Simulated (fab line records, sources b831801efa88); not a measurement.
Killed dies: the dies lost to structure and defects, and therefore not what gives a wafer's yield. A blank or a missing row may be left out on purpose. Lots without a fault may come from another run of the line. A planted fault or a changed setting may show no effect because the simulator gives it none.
Lot-split experiment + flow gf180mcu + 23 wafers read from 5 lots, route of 602 steps

SPLIT DETAILS
At GF_V2_CVD_23 (deposits W, target thk 350 nm, time 104.94 s), the setting temp-c was moved away from the recipe's 400 C on 5 of the 23 wafers read, by -1.8% to +2.1%. All remaining wafers had this setting at the recipe value.

FROM THE SPLIT ON TO THE READING: in between, the file shows 1 step
- GF_V2_RS_MEAS_24: measures by four-point-probe

THE READING
V2_W_THK, in nm, at GF_V2_THK_MEAS_25 (measures by xrf). Fault-free wafers of this fab line usually give 346 nm, standard deviation 5.8 nm.

| wafer  | tool, chamber at the split | temp-c as run, C | against the recipe | V2_W_THK, nm | against lot-mates on the recipe |
|--------|----------------------------|------------------|--------------------|--------------|---------------------------------|
| L075.1 | cvd-w-01, 1                | 400              | recipe             | 352          | -                               |
| L075.2 | cvd-w-01, 0                | 400              | recipe             | 338          | -                               |
| L075.3 | cvd-w-01, 1                | 400              | recipe             | 354          | -                               |
| L075.5 | cvd-w-01, 0                | 400              | recipe             | 339          | -                               |
| L075.6 | cvd-w-01, 1                | 400              | recipe             | 348          | -                               |
| L077.2 | cvd-w-02, 0                | 400              | recipe             | 350          | -                               |
| L077.3 | cvd-w-02, 0                | 400              | recipe             | 349          | -                               |
| L077.4 | cvd-w-02, 1                | 400              | recipe             | 336          | -                               |
| L077.5 | cvd-w-02, 0                | 400              | recipe             | 343          | -                               |
| L077.6 | cvd-w-02, 1                | 400              | recipe             | 336          | -                               |
| L080.1 | cvd-w-01, 0                | 400              | recipe             | 345          | -                               |
| L080.3 | cvd-w-01, 1                | 400              | recipe             | 354          | -                               |
| L080.6 | cvd-w-01, 1                | 400              | recipe             | 352          | -                               |
| L082.1 | cvd-w-02, 0                | 400              | recipe             | 359          | -                               |
| L082.2 | cvd-w-02, 1                | 408.4            | +2.1%              | 401          | +48                             |
| L082.3 | cvd-w-02, 1                | 408.4            | +2.1%              | 401          | +48                             |
| L082.5 | cvd-w-02, 0                | 408.4            | +2.1%              | 410          | +56                             |
| L082.6 | cvd-w-02, 1                | 400              | recipe             | 348          | -                               |
| L085.1 | cvd-w-01, 1                | 400              | recipe             | 349          | -                               |
| L085.2 | cvd-w-01, 0                | 400              | recipe             | 344          | -                               |
| L085.3 | cvd-w-01, 0                | 392.6            | -1.8%              | 298          | -50                             |
| L085.5 | cvd-w-01, 0                | 392.6            | -1.8%              | 298          | -50                             |
| L085.6 | cvd-w-01, 1                | 400              | recipe             | 350          | -                               |

THE FIT
A straight line over all 23 wafers: V2_W_THK changes by +26.9 nm for each +1% of temp-c; r = +0.97; the points scatter about the line by 6.1 nm.
The same after taking each lot's own level away (the mean of its wafers on the recipe; 23 wafers): +25.1 nm for each +1%; r = +0.98; scatter 5.4 nm.
According to that fit, moving temp-c by its largest amount changes the reading by 53 nm.
From 342.8 to 353.5 nm: that is the span of the lots' own levels, equal to 1.8 times the standard deviation above.
The two slopes agree, so the slope changes little with the lot-to-lot level.
Check: for one of the wafers moved furthest among these (+2.1%), held out of the fit, the line's prediction against its lot-mates is +53.6 nm. Against them it came out at +47.5 nm.

THE WHOLE CHAIN: every reading that the file lists as answering this split, in the file's order
| step              | what it does                                 | reading                                                                | change (the file's fit)              | r (the file's) |
|-------------------|----------------------------------------------|------------------------------------------------------------------------|--------------------------------------|----------------|
| GF_V2_CVD_23      | deposits W, target thk 350 nm, time 104.94 s | W_of_V2_CVD_23.thk-nm (the simulator's own value, which no gauge read) | +26.5 nm for each +1% of the setting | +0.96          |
| GF_V2_RS_MEAS_24  | measures by four-point-probe                 | V2_W_RS                                                                | -0.0242 for each +1% of the setting  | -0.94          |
| GF_V2_THK_MEAS_25 | measures by xrf                              | V2_W_THK                                                               | +25.2 for each +1% of the setting    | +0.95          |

FILE'S OWN FIT
V2_W_THK changes by +25.2 nm for each +1% of temp-c, r = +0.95.
